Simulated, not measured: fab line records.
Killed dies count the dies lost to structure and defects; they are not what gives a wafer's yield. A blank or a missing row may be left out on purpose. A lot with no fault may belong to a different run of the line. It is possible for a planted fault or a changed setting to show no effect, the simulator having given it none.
Which tool did it? | flow sky130 | 11 lots, 33 wafers sampled, at 6 steps of a route of 708

## WHAT EACH GAUGE READ, for each wafer
SKY_RES_XHIGH_TW_MEAS_09. Usual: RES_XHIGH_TW gives 1644 (standard deviation 16).
lot  | measured     | on            | RES_XHIGH_TW   | flag
L583 | day 26 21:13 | film metro-02 | 1656 1648 1650 |
L585 | day 27 12:46 | film metro-04 | 1605 1605 1612 |
L587 | day 27 23:39 | film metro-02 | 1646 1645 1650 |
L588 | day 28 19:17 | film metro-02 | 1647 1644 1646 |
L589 | day 29 00:41 | film metro-03 | 1520 1516 1508 | OFF
L591 | day 29 10:35 | film metro-02 | 1507 1512 1518 | OFF
L597 | day 31 18:34 | film metro-04 | 1624 1634 1640 |
L598 | day 32 04:05 | film metro-02 | 1662 1652 1657 |
L600 | day 32 15:34 | film metro-04 | 1608 1627 1617 |
L606 | day 34 10:03 | film metro-02 | 1664 1673 1677 |
L605 | day 34 14:49 | film metro-04 | 1605 1616 1613 |

SKY_SD_N_OVL_MEAS_08. Usual: SD_N_OVL gives -0.9 nm (standard deviation 1.6).
lot  | measured     | on         | SD_N_OVL (nm)  | flag
L583 | day 28 01:28 | overlay-02 | -1.7 -3.9 -3.7 |
L585 | day 28 17:19 | overlay-01 | -2.1 1.0 -2.3  |
L587 | day 29 03:13 | overlay-01 | -2.0 -0.1 -1.8 |
L588 | day 30 00:22 | overlay-02 | -1.3 -0.9 -1.4 |
L589 | day 30 03:58 | overlay-02 | -1.2 0.0 -2.5  |
L591 | day 30 14:37 | overlay-02 | -1.7 1.1 -0.1  |
L597 | day 32 22:12 | overlay-01 | -2.7 -1.9 -1.4 |
L598 | day 33 06:58 | overlay-01 | 3.3 2.5 2.9    |
L600 | day 33 18:04 | overlay-02 | -2.1 -2.5 0.2  |
L606 | day 35 13:06 | overlay-02 | -0.3 0.0 -1.9  |
L605 | day 35 16:49 | overlay-02 | -2.1 -0.9 0.0  |

SKY_SD_N_RS_MEAS_18: the measuring method here is four-point-probe. Usual: RES_XHIGH_RS gives 333.6 ohm/sq (standard deviation 1.3).
lot  | measured     | on            | RES_XHIGH_RS (ohm/sq) | flag
L583 | day 28 02:25 | film metro-04 | 335.4 335.5 334.5     |
L585 | day 28 18:17 | film metro-02 | 332.1 333.5 332.2     |
L587 | day 29 04:11 | film metro-04 | 333.4 332.5 333.1     |
L588 | day 30 01:20 | film metro-03 | 333.7 333.1 334.6     |
L589 | day 30 04:56 | film metro-04 | 411.9 411.1 412.9     | OFF
L591 | day 30 15:40 | film metro-03 | 413.7 412.9 413.0     | OFF
L597 | day 32 23:10 | film metro-04 | 331.0 331.9 332.5     |
L598 | day 33 07:58 | film metro-02 | 334.4 333.5 333.4     |
L600 | day 33 19:02 | film metro-02 | 333.3 332.3 333.9     |
L606 | day 35 14:04 | film metro-02 | 335.1 334.7 334.3     |
L605 | day 35 17:46 | film metro-02 | 335.5 334.3 333.9     |

## WHAT TOOL EACH LOT RAN ON (gives the tool, then ch and the chambers of the sampled wafers, and finally the start)
lot  | SKY_LDD_P_STRIP_10                   | SKY_RES_XHIGH_IMPLANT_07        | SKY_SD_N_RTA_14
L583 | plasma asher-02 ch 0,1, day 19 02:29 | implanter-03 ch 0, day 26 20:58 | rtp anneal-01 ch 0, day 28 02:01
L585 | plasma asher-03 ch 0,1, day 19 20:49 | implanter-03 ch 0, day 27 12:31 | rtp anneal-01 ch 0, day 28 17:52
L587 | plasma asher-02 ch 1, day 20 11:44   | implanter-04 ch 0, day 27 23:24 | rtp anneal-02 ch 0, day 29 03:46
L588 | plasma asher-02 ch 0,1, day 21 06:38 | implanter-03 ch 0, day 28 19:02 | rtp anneal-02 ch 0, day 30 00:55
L589 | plasma asher-02 ch 0,1, day 21 13:53 | implanter-04 ch 0, day 29 00:26 | rtp anneal-01 ch 0, day 30 04:31
L591 | plasma asher-03 ch 0,1, day 21 23:14 | implanter-04 ch 0, day 29 10:22 | rtp anneal-01 ch 0, day 30 15:11
L597 | plasma asher-02 ch 0,1, day 24 10:09 | implanter-04 ch 0, day 31 18:19 | rtp anneal-02 ch 0, day 32 22:44
L598 | plasma asher-03 ch 0,1, day 24 23:26 | implanter-04 ch 0, day 32 03:52 | rtp anneal-01 ch 0, day 33 07:32
L600 | plasma asher-02 ch 0,1, day 25 09:36 | implanter-04 ch 0, day 32 15:19 | rtp anneal-01 ch 0, day 33 18:37
L606 | plasma asher-01 ch 1, day 27 09:48   | implanter-03 ch 0, day 34 09:48 | rtp anneal-01 ch 0, day 35 13:38
L605 | plasma asher-02 ch 0,1, day 27 12:51 | implanter-04 ch 0, day 34 14:34 | rtp anneal-01 ch 0, day 35 17:21
- SKY_LDD_P_STRIP_10: strips in O2/N2.
- SKY_RES_XHIGH_IMPLANT_07
- SKY_SD_N_RTA_14: time 2 s.

## WHAT THE TOOLS THEMSELVES READ (means of the sampled wafers that have a number; where no wafer has one, the mark that the record gives instead)
SKY_LDD_P_STRIP_10. Usual: chamber pressure mTorr 1500 mTorr, standard deviation 4.3; drypump motor current A 5.6 A, standard deviation 0.48; oes product au 0.716 a.u., standard deviation 0.0049; strip time to endpoint s 14.16 s, standard deviation 0.035.
lot  | tool            | chamber pressure mTorr (mTorr) | drypump motor current A (A) | oes product au (a.u.) | strip time to endpoint s (s) | flag
L583 | plasma asher-02 | 1500                           | 5.7                         | 0.714                 | 14.14                        |
L585 | plasma asher-03 | 1499                           | 5.2                         | 0.718                 | 14.14                        |
L587 | plasma asher-02 | 1500                           | 6.2                         | 0.717                 | 14.22                        |
L588 | plasma asher-02 | 1500                           | 5.3                         | 0.719                 | 14.18                        |
L589 | plasma asher-02 | 1500                           | 5.3                         | 0.716                 | 14.14                        |
L591 | plasma asher-03 | 1500                           | 5.3                         | 0.720                 | 14.14                        |
L597 | plasma asher-02 | 1500                           | 5.8                         | 0.717                 | 14.20                        |
L598 | plasma asher-03 | 1501                           | 5.3                         | 0.718                 | 14.16                        |
L600 | plasma asher-02 | 1501                           | 5.3                         | 0.717                 | 14.16                        |
L606 | plasma asher-01 | 1498                           | 5.7                         | 0.717                 | 14.17                        |
L605 | plasma asher-02 | 1499                           | 5.3                         | 0.714                 | 14.15                        |

SKY_RES_XHIGH_IMPLANT_07. Usual: beam on s 38.8 s, standard deviation 2.5; faraday current uA 526, standard deviation 33.
lot  | tool         | beam on s (s) | faraday current uA | flag
L583 | implanter-03 | 38.6          | 527                |
L585 | implanter-03 | 37.8          | 536                |
L587 | implanter-04 | 36.6          | 553                |
L588 | implanter-03 | 39.3          | 516                |
L589 | implanter-04 | 28.1          | 723                | OFF
L591 | implanter-04 | 28.1          | 722                | OFF
L597 | implanter-04 | 36.4          | 556                |
L598 | implanter-04 | 36.0          | 564                |
L600 | implanter-04 | 36.6          | 554                |
L606 | implanter-03 | 38.0          | 533                |
L605 | implanter-04 | 37.1          | 547                |

SKY_SD_N_RTA_14. Usual: lamp power pct 15.73 %, standard deviation 0.055; wafer_temp_C_max 1078.2, standard deviation 1.2.
lot  | tool          | lamp power pct (%) | wafer_temp_C_max | flag
L583 | rtp anneal-01 | 15.73              | 1078.6           |
L585 | rtp anneal-01 | 15.77              | 1077.1           |
L587 | rtp anneal-02 | 15.76              | 1077.7           |
L588 | rtp anneal-02 | 15.80              | 1078.0           |
L589 | rtp anneal-01 | 15.68              | 1079.3           |
L591 | rtp anneal-01 | 15.72              | 1078.6           |
L597 | rtp anneal-02 | 15.74              | 1077.9           |
L598 | rtp anneal-01 | 15.76              | 1078.6           |
L600 | rtp anneal-01 | 15.71              | 1078.2           |
L606 | rtp anneal-01 | 15.71              | 1078.0           |
L605 | rtp anneal-01 | 15.72              | 1078.2           |

## THE ANSWER, worked out from the rows above alone
Rule: a lot is off if the mean of its wafers that have a number lies more than 3 standard deviations from the usual mean. A lot without any number at a reading at which 4 lots or more have one is off too. Where the step has rows for the other lots, those lots are counted as sound. The gauges are gone through in route order, then the tools' own readings, and for those a lot's mean is taken as printed above. The first step at which some lot is off is used, and at that step the reading that is off furthest; a lot without a number counts as furthest.
Off: L589, L591, at SKY_RES_XHIGH_TW_MEAS_09 (RES_XHIGH_TW).
If a tool, at a process step before that reading, ran all the lots that are off and no sound lot after the first of them, it fits. The gauges at SKY_RES_XHIGH_TW_MEAS_09 aren't tried: what is off there is off at SKY_RES_XHIGH_IMPLANT_07 too, on other tools, and a gauge's error can't cause that. Not one of the candidates tried fits.

## WHAT HAD BEEN PUT IN BY THE SIMULATOR
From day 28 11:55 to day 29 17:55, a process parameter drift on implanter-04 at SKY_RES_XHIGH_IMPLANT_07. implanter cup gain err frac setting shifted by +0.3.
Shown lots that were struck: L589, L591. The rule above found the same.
